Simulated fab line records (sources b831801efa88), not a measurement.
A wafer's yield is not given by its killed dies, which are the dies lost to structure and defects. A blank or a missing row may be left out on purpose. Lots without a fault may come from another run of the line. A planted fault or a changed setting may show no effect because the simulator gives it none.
Matching of chambers -- flow gf180mcu -- GF_V1_CMP_26 on cmp-01 has 4 sister chambers
The step polishes, stops on SiO2, t overpolish 15 s, target thk 0 nm. 4 wafers are shown with their chamber, then 7 later ones without.

WAFERS PAIRED WITH THEIR CHAMBERS
wafer,chamber,time to endpoint s (s)
L306.1,3,85
L306.2,1,93
L310.1,2,83
L310.4,0,81

WAFERS WITH NO CHAMBER GIVEN
wafer,time to endpoint s (s)
L310.5,81
L317.1,78
L317.2,78
L317.4,80
L318.1,79
L318.2,78
L318.3,85

WHICH CHAMBER EACH ONE RAN IN
wafer,from the rows above,in truth
L310.5,can't be placed: 0 or 2 or 3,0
L317.1,can't be placed: 0 or 2 or 3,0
L317.2,can't be placed: 0 or 2 or 3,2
L317.4,can't be placed: 0 or 2 or 3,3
L318.1,can't be placed: 0 or 2 or 3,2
L318.2,can't be placed: 0 or 2 or 3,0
L318.3,can't be placed: 3 or 2 or 0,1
Correctly placed: 0 of 7. Not placeable from these rows: 7 (in 6, the candidates include the true chamber). Number placed wrongly: 0.
How it was worked out, from the rows above alone: a wafer's distance from a chamber is the root of the sum, over the readings, of the square of ((its reading less the chamber's mean) divided by the reading's scatter). If the next closest chamber is less than 2 further off than the closest, the wafer can't be placed; otherwise it belongs to the closest. The mean given for a chamber averages the wafers shown for that chamber. The scatter: with one shown wafer a chamber, the root of the mean of the squares of how far each hidden wafer lies from its nearest shown one.
